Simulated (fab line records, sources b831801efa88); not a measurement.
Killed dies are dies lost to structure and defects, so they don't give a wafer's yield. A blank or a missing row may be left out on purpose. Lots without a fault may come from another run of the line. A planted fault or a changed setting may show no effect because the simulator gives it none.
Which tool did it? | flow sky130 | 6 lots, 18 wafers sampled, at 2 steps of a route of 708

WHAT THE GAUGES READ, wafer by wafer
SKY_VIA1_THK_MEAS_01.
lot  | measured     | on            | VIA1_HDPCVD_THK (nm)
L433 | day 33 02:52 | film_metro-01 | 1035 1023 1034
L437 | day 34 11:37 | film_metro-04 | 1050 1034 1055
L441 | day 35 18:08 | film_metro-01 | 1050 1038 825
L449 | day 39 04:20 | film_metro-02 | 1034 1036 1021
L451 | day 39 06:57 | film_metro-04 | 1038 1036 1027
L455 | day 40 02:41 | film_metro-01 | 1047 1049 1047

WHICH TOOL RAN EACH LOT (tool, then ch and the chambers of the sampled wafers, then the start)
lot  | SKY_VIA1_HDPCVD_00
L433 | hdpcvd-01 ch 0,2, day 33 02:45
L437 | hdpcvd-01 ch 0,1,2, day 34 11:30
L441 | hdpcvd-01 ch 0,2, day 35 18:01
L449 | hdpcvd-01 ch 0,1,2, day 39 04:15
L451 | hdpcvd-01 ch 0,2, day 39 06:50
L455 | hdpcvd-02 ch 1,2, day 40 02:34
- SKY_VIA1_HDPCVD_00: deposits SiO2, target thk 1030 nm, time 171.7 s.

THE ANSWER, worked out from the rows above alone
Rule: what is usual is taken from the lots themselves. Put in order of their means at a reading, lots are off if they are a third of the lots or fewer, leave a main group of 4 or more, and stand apart from it by a gap of 3 or more times the standard deviation of the main group's means; of several such gaps the widest counts. A main group whose means are all the same, to the digits that the tables above print for the reading, isn't used. A lot without any number at a reading at which 4 lots or more have one is off too. The other lots that the step has rows for count as sound.
Off: L441, at SKY_VIA1_THK_MEAS_01 (VIA1_HDPCVD_THK). The main group: mean 1038 nm, standard deviation 7.7.
A tool fits if, at a process step before that reading, it ran every lot that is off, and no sound lot after the first of them. The gauges at SKY_VIA1_THK_MEAS_01 are tried like those tools. None of those tried fits.

WHAT THE SIMULATOR HAD PUT IN
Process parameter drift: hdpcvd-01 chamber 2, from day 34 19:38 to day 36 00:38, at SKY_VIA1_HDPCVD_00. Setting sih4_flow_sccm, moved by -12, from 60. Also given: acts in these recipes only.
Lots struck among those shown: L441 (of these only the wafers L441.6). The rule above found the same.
